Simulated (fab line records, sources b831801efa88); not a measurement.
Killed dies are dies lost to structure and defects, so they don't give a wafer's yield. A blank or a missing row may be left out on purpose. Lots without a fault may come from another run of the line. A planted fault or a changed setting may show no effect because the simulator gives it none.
Chamber matching | flow sky130 | SKY_VIA4_CMP_21 on cmp-02: 4 sister chambers
The step polishes, stops on SiO2, t overpolish 25 s, target thk 0 nm. 4 wafers are shown with their chamber, then 9 later ones without.

WAFERS WITH THEIR CHAMBER
wafer  | chamber | motor_current_A (A)
L565.6 | 0       | 11.4
L570.2 | 3       | 12.4
L570.3 | 1       | 10.3
L570.4 | 2       | 11.1

WAFERS WITHOUT THEIR CHAMBER
wafer  | motor_current_A (A)
L577.1 | 11.6
L577.5 | 10.7
L577.6 | 12.3
L576.3 | 10.8
L576.5 | 10.9
L576.6 | 10.9
L585.2 | 10.4
L585.5 | 10.4
L585.6 | 11.1

WHICH CHAMBER EACH WENT THROUGH
wafer  | from the rows above          | in truth
L577.1 | can't be placed: 0 or 2      | 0
L577.5 | can't be placed: 1 or 2 or 0 | 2
L577.6 | 3                            | 3
L576.3 | can't be placed: 2 or 1 or 0 | 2
L576.5 | can't be placed: 2 or 0 or 1 | 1
L576.6 | can't be placed: 2 or 0 or 1 | 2
L585.2 | 1                            | 1
L585.5 | 1                            | 1
L585.6 | can't be placed: 2 or 0      | 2
Placed correctly: 3 of 9. Can't be placed from these rows: 6 (the true chamber is among the candidates in 6). Placed wrongly: 0.
How it was worked out, from the rows above alone: a wafer's distance from a chamber is the root of the sum, over the readings, of the square of ((its reading less the chamber's mean) divided by the reading's scatter). The wafer belongs to the nearest chamber; if the next one is less than 2 further off, it can't be placed. A chamber's mean is the mean of its shown wafers. The scatter: with one shown wafer a chamber, the root of the mean of the squares of how far each hidden wafer lies from its nearest shown one.
